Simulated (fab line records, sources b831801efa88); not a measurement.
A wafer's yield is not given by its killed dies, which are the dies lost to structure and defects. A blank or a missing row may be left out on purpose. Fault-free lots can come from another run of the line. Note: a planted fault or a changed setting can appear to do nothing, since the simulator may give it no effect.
fab line records | flow sky130
record lots=12 wafers=36 lastDay=50
route steps=708 shown SONOS_TUNNEL@166 POLY_GATE@205 LDD_P@264 LDD_HVP@287 PAD_OPEN@708
lots with no fault: from the same line, run without faults
startH: hours from the record's opening day to when the first of the lot's shown wafers began | waitH: hours from the lot's prior step to this one | " unchanged from the row above | L1.1+2: a row that stands for several wafers | - value missing, or start not given | * or withheld: withheld | < > ~ a bound
route shown NAME@n: a module of which the file shows steps, and the number in the route of the first | usual: average and standard deviation across the fault-free wafers | same: alike in all rows | chamber/n: place in a boat | sites: the reading at each site | _std_site: the values' standard deviation | _edge_site: the outer-site mean with the inner-site mean subtracted | radiusMm: how far each site lies from the wafer's centre | mask NAME#n: copy n | behind: the most recent tool/chamber to have shaped the wafer | hold: why the lot went on hold/how many hours it stayed there/how the hold came to an end | device: the transistor (n, p or np) that didn't switch | end of line: tests of these same wafers at the route's end | a step given without rows: its recipe and nothing more | killed: at the first sort, the dies lost to defects and structure; wafer yield is something else | map: dies across one wafer; x = killed, . = not, _ = none there
set.NAME: setting as actually run; set.NAME@STEP: the setting as run at that earlier step | model.NAME: the simulator's own value behind a step, which no gauge read
one table for each step of the route and one row for each wafer, over a sample of lots
services: the hour from which a tool's chamber was out of use, counted from the record's first day as startH (under 0 if before that day), plus the number of hours and why
## steps
# step SKY_SONOS_TUNNEL_TW_MEAS_12
# usual SONOS_TUNNEL_TW=198.0/2.6
# columns lot.wafer tool chamber startH waitH SONOS_TUNNEL_TW
L625.1 filmMetro-04 - 260.00 0.0 196.1
L625.2 " - " " 196.9
L625.5 " - " " 196.2
L627.1 filmMetro-01 - 265.56 0.0 201.6
L627.2 " - " " 201.7
L627.6 " - " " 201.4
L630.2 filmMetro-04 - 293.40 0.0 194.6
L630.3 " - " " 195.6
L630.5 " - " " 195.8
L636.4 filmMetro-01 - 332.94 0.0 201.1
L636.5 " - " " 200.3
L636.6 " - " " 200.4
L637.2 filmMetro-03 - 349.05 0.0 195.2
L637.4 " - " " 195.2
L637.5 " - " " 195.9
L640.1 filmMetro-04 - 367.94 0.0 193.8
L640.4 " - " " 195.8
L640.6 " - " " 195.1
L642.4 filmMetro-04 - 377.87 0.0 195.4
L642.5 " - " " 196.0
L642.6 " - " " 194.2
L643.3 filmMetro-03 - 386.51 0.0 196.0
L643.4 " - " " 196.7
L643.6 " - " " 195.8
L644.1 filmMetro-03 - 395.15 0.0 197.7
L644.4 " - " " 195.9
L644.5 " - " " 196.6
L645.3 filmMetro-01 - 403.71 0.0 202.5
L645.5 " - " " 200.6
L645.6 " - " " 200.8
L646.3 filmMetro-01 - 409.52 0.0 200.3
L646.4 " - " " 199.6
L646.5 " - " " 199.6
L647.1 filmMetro-04 - 418.70 0.0 196.8
L647.3 " - " " 195.5
L647.4 " - " " 195.9
# step SKY_POLY_GATE_THK_MEAS_01
# recipe reads=poly-Si_of_POLY_GATE_CVD_00
# usual POLY_GATE_CVD_00_THK=180.1/2
# columns lot.wafer tool chamber startH waitH POLY_GATE_CVD_00_THK[nm]
L625.1 filmMetro-01 - 325.33 0.0 181.0
L625.2 " - " " 179.7
L625.5 " - " " 181.1
L627.1 filmMetro-04 - 339.56 0.0 182.1
L627.2 " - " " 183.4
L627.6 " - " " 182.4
L630.2 filmMetro-02 - 365.55 0.0 178.7
L630.3 " - " " 179.0
L630.5 " - " " 178.1
L636.4 filmMetro-04 - 403.67 0.0 181.7
L636.5 " - " " 182.0
L636.6 " - " " 179.3
L637.2 filmMetro-01 - 416.10 0.0 175.9
L637.4 " - " " 178.0
L637.5 " - " " 176.0
L640.1 filmMetro-01 - 443.09 0.0 180.6
L640.4 " - " " 179.7
L640.6 " - " " 179.5
L642.4 filmMetro-01 - 450.59 0.0 177.8
L642.5 " - " " 179.0
L642.6 " - " " 177.7
L643.3 filmMetro-04 - 458.32 0.0 182.9
L643.4 " - " " 183.7
L643.6 " - " " 183.6
L644.1 filmMetro-01 - 467.57 0.0 181.8
L644.4 " - " " 181.9
L644.5 " - " " 183.5
L645.3 filmMetro-01 - 476.81 0.0 180.6
L645.5 " - " " 178.6
L645.6 " - " " 179.8
L646.3 filmMetro-01 - 479.52 0.0 180.6
L646.4 " - " " 181.0
L646.5 " - " " 180.0
L647.1 filmMetro-02 - 488.22 0.0 179.4
L647.3 " - " " 179.6
L647.4 " - " " 178.1
# step SKY_LDD_P_IMPLANT_09
# recipe species=BF2 energyKev=25 doseCm2=1e+13 tiltDeg=withheld
# columns lot.wafer tool chamber startH waitH
L625.1+2+5 implanter-04 0 445.02 0.0
L627.1+2+6 implanter-01 0 464.87 0.0
L630.2+3+5 implanter-01 0 490.39 0.0
L630.2+3+5 implanter-01 0 490.71 0.3
L636.4+5+6 implanter-02 0 530.54 0.1
L636.4+5+6 implanter-02 0 531.02 0.5
L637.2+4+5 implanter-04 0 542.32 0.0
L637.2+4+5 implanter-04 0 542.70 0.4
L640.1+4+6 implanter-01 0 568.67 0.0
L642.4+5+6 implanter-02 0 576.84 0.1
L643.3+4+6 implanter-01 0 584.07 0.1
L644.1+4+5 implanter-02 0 592.52 0.0
L645.3+5+6 implanter-02 0 602.27 0.1
L646.3+4+5 implanter-04 0 605.87 0.1
L647.1+3+4 implanter-04 0 610.64 0.0
# step SKY_LDD_P_TW_MEAS_11
# usual LDD_P_TW=639/6.7
# columns lot.wafer tool chamber startH waitH LDD_P_TW
L625.1 filmMetro-01 - 445.27 0.1 651
L625.2 " - " " 646
L625.5 " - " " 646
L627.1 filmMetro-02 - 465.12 0.1 641
L627.2 " - " " 637
L627.6 " - " " 637
L630.2 filmMetro-02 - 490.94 0.1 789
L630.3 " - " " 792
L630.5 " - " " 788
L630.2 filmMetro-02 - 491.17 0.2 787
L630.3 " - " " 785
L630.5 " - " " 792
L636.4 filmMetro-03 - 531.22 0.1 795
L636.5 " - " " 799
L636.6 " - " " 796
L636.4 filmMetro-03 - 531.45 0.2 797
L636.5 " - " " 794
L636.6 " - " " 798
L637.2 filmMetro-02 - 542.93 0.1 793
L637.4 " - " " 795
L637.5 " - " " 792
L637.2 filmMetro-02 - 543.23 0.3 791
L637.4 " - " " 789
L637.5 " - " " 790
L640.1 filmMetro-03 - 568.92 0.1 634
L640.4 " - " " 628
L640.6 " - " " 631
L642.4 filmMetro-02 - 577.05 0.1 636
L642.5 " - " " 634
L642.6 " - " " 641
L643.3 filmMetro-03 - 584.29 0.1 632
L643.4 " - " " 631
L643.6 " - " " 627
L644.1 filmMetro-02 - 592.77 0.1 634
L644.4 " - " " 639
L644.5 " - " " 638
L645.3 filmMetro-01 - 602.49 0.1 645
L645.5 " - " " 647
L645.6 " - " " 646
L646.3 filmMetro-01 - 606.09 0.1 650
L646.4 " - " " 646
L646.5 " - " " 648
L647.1 filmMetro-03 - 610.89 0.1 633
L647.3 " - " " 633
L647.4 " - " " 634
# step SKY_LDD_HVP_STRIP_09
# recipe chemistry=O2/N2 powerW=1400 pressureMtorr=1500 platenTempC=withheld o2FlowSccm=3000 n2FlowSccm=300 overashFraction=0.5
# usual drypumpMotorCurrentA=5.91/0.3 o2FlowSccm=2999/8.6 oesProductAu=0.407/0.0051 stripTimeToEndpointS=4.084/0.015
# columns lot.wafer tool chamber startH waitH drypumpMotorCurrentA o2FlowSccm oesProductAu rfHoursCounterH stripTimeToEndpointS
L625.1 plasmaAsher-02 1 506.67 0.1 5.53 2992 0.410 78 4.090
L625.2 " 0 " " 6.37 2994 0.405 78 4.106
L625.5 " 1 " " 5.52 2996 0.415 - 4.089
L627.1 plasmaAsher-01 1 526.45 0.1 5.74 2999 0.406 10 4.089
L627.2 " 0 " " 5.70 2981 0.418 10 4.095
L627.6 " 0 " " 5.71 3000 0.408 - 4.096
L630.2 plasmaAsher-04 0 550.40 0.1 6.05 2996 0.398 74 4.092
L630.3 " 1 " " 5.97 3006 0.395 - 4.099
L630.5 " 0 " " 6.05 2986 0.416 - 4.073
L636.4 plasmaAsher-02 1 590.31 0.1 5.51 3013 0.413 - 4.094
L636.5 " 0 " " 6.37 2991 0.413 - 4.085
L636.6 " 1 " " 5.51 3010 0.400 - 4.101
L637.2 plasmaAsher-01 1 601.57 0.1 5.74 2991 0.402 17 4.082
L637.4 " 0 " " 5.71 3005 0.406 - 4.084
L637.5 " 1 " " 5.74 2985 0.406 - 4.096
L640.1 plasmaAsher-02 0 628.40 0.1 6.36 2997 0.406 91 4.091
L640.4 " 1 " " 5.53 3006 0.412 - 4.084
L640.6 " 1 " " 5.54 2996 0.406 - 4.085
L642.4 plasmaAsher-02 0 636.53 0.1 6.37 2989 0.404 - 4.092
L642.5 " 0 " " 6.38 2988 0.414 - 4.080
L642.6 " 1 " " 5.52 2989 0.402 - 4.084
L643.3 plasmaAsher-04 0 642.43 0.1 6.04 3009 0.406 - 4.090
L643.4 " 1 " " 5.94 2991 0.412 - 4.089
L643.6 " 0 " " 6.08 2996 0.405 - 4.083
L644.1 plasmaAsher-01 0 651.25 0.1 5.72 2996 0.406 22 4.071
L644.4 " 0 " " 5.73 2998 0.408 - 4.077
L644.5 " 1 " " 5.75 3015 0.410 - 4.071
L645.3 plasmaAsher-04 0 660.66 0.1 6.09 2981 0.419 - 4.122
L645.5 " 1 " " 5.99 2987 0.408 - 4.112
L645.6 " 0 " " 6.09 2995 0.414 - 4.112
L646.3 plasmaAsher-02 0 664.06 0.1 6.37 2992 0.407 - 4.082
L646.4 " 1 " " 5.53 2990 0.411 - 4.070
L646.5 " 1 " " 5.53 2997 0.416 - 4.065
L647.1 plasmaAsher-02 1 668.10 0.1 5.51 3007 0.409 95 4.080
L647.3 " 1 " " 5.51 3001 0.409 - 4.081
L647.4 " 0 " " 6.36 3009 0.410 - 4.075
# step SKY_PAD_OPEN_PROBE_99
# usual killed_at_M0_to_M3=43/7.6 killed_at_M4_up=2.8/1.9 killedAtContacts=24/4.7 killedAtFrontEnd=16/4.4 killedAtOther=0.2/0.4 killedDies=86/9.9 killedOpen=47/8.2 killedShort=39/6.3
# same grossDies=492 killedAtBackSide=0
# columns lot.wafer tool chamber startH waitH killed_at_M0_to_M3 killed_at_M4_up killedAtContacts killedAtFrontEnd killedAtOther killedDies killedOpen killedShort
L637.2 prober-01 - 1148.78 0.1 55 1 26 24 0 106 59 47
L637.4 prober-01 - 1148.88 0.2 31 5 14 21 0 71 37 34
L637.5 prober-01 - 1148.93 0.2 38 4 24 11 1 78 39 39
L640.1 prober-02 - 1164.16 0.1 41 2 22 10 0 75 37 38
L640.4 prober-02 - 1164.31 0.2 38 1 20 11 0 70 34 36
L640.6 prober-02 - 1164.41 0.2 49 8 20 20 0 97 56 41
# killed by level:class
L637.2 CONTACT:geometricParticle:open=16 FIELD_ISO:geometricParticle:open=9 METAL2:geometricParticle:short=9 VIA3:geometricParticle:short=7 VIA1:geometricParticle:open=6 VIA2:geometricParticle:short=6 VIA1:geometricParticle:short=5 POLY_GATE:geometricParticle:open=4
L637.4 FIELD_ISO:geometricParticle:short=7 VIA1:geometricParticle:open=7 METAL2:geometricParticle:short=7 FIELD_ISO:geometricParticle:open=5 LI_CONTACT:geometricParticle:open=5 VIA3:geometricParticle:open=5 METAL4:geometricParticle:short=5 POLY_GATE:geometricParticle:short=4
L637.5 CONTACT:geometricParticle:open=11 METAL1:geometricParticle:short=8 VIA1:geometricParticle:open=6 CONTACT:geometricParticle:short=5 VIA3:geometricParticle:short=5 VIA3:geometricParticle:open=4 METAL3:geometricParticle:short=4 FIELD_ISO:geometricParticle:short=3
L640.1 VIA1:geometricParticle:open=10 CONTACT:geometricParticle:open=9 VIA2:geometricParticle:open=8 VIA2:geometricParticle:short=6 LOCAL_INTERCONNECT:geometricParticle:short=5 VIA3:geometricParticle:short=5 LI_CONTACT:geometricParticle:open=4 CONTACT:geometricParticle:short=4
L640.4 VIA1:geometricParticle:open=9 VIA3:geometricParticle:open=6 CONTACT:geometricParticle:short=6 METAL1:geometricParticle:short=6 CONTACT:geometricParticle:open=5 VIA1:geometricParticle:short=5 LI_CONTACT:geometricParticle:short=4 LI_CONTACT:geometricParticle:open=4
L640.6 VIA1:geometricParticle:open=16 VIA3:geometricParticle:open=10 CONTACT:geometricParticle:open=8 CONTACT:geometricParticle:short=7 METAL4:geometricParticle:short=7 FIELD_ISO:geometricParticle:short=6 VIA2:geometricParticle:open=6 FIELD_ISO:geometricParticle:open=5
## services
# columns tool chamber startH hours kind
plasmaAsher-01 - 421.25 9.0 pm
plasmaAsher-01 0 421.25 9.0 ventCycle
plasmaAsher-01 1 421.25 9.0 ventCycle
implanter-04 - 425.16 4.6 pm
plasmaAsher-01 0 430.25 - clean
implanter-02 - 433.57 0.9 repair
plasmaAsher-02 - 440.36 0.7 repair
plasmaAsher-01 - 447.72 1.9 repair
implanter-02 - 469.20 5.8 pm
implanter-02 - 503.35 1.3 repair
plasmaAsher-02 - 510.84 2.8 pm
implanter-01 - 516.66 3.5 pm
implanter-01 - 522.52 2.6 repair
plasmaAsher-01 - 527.99 2.6 repair
implanter-01 - 541.86 3.3 repair
implanter-01 - 569.36 2.3 repair
plasmaAsher-04 - 579.72 8.7 repair
implanter-01 - 587.72 6.8 repair
implanter-04 - 594.60 5.6 repair
plasmaAsher-04 - 633.38 4.5 repair
plasmaAsher-02 - 639.77 2.2 repair
plasmaAsher-01 - 645.14 2.8 pm
implanter-01 - 665.08 4.5 repair
implanter-04 - 667.01 1.0 repair
## key
firstSign step=SKY_LDD_P_IMPLANT_09 reading=visit direction=added
effect step=SKY_LDD_P_TW_MEAS_11 reading=visit direction=added
effect step=SKY_LDD_P_TW_MEAS_11 reading=LDD_P_TW direction=up sigmas=23 usual=639 struck=793
metAt SKY_LDD_P_IMPLANT_09
struckLots L630,L636,L637
testerLeftOut L630,L636,L637
notActingAt SKY_SONOS_TUNNEL_TW_MEAS_12,SKY_POLY_GATE_THK_MEAS_01,SKY_LDD_HVP_STRIP_09
fault kind=repeatedStepWhole tool=implanter-01,implanter-02,implanter-04 chamber=- onsetH=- steps=SKY_LDD_P_IMPLANT_09 times=1 scope=struckLotsOnly
# testerLeftOut: of these lots the tester's yield and bins aren't shown, on N5 and GAA mostly nor the transistor test; their killed dies are dies lost to structure and defects alone, not to doping, threshold or leakage, so they don't give the yield
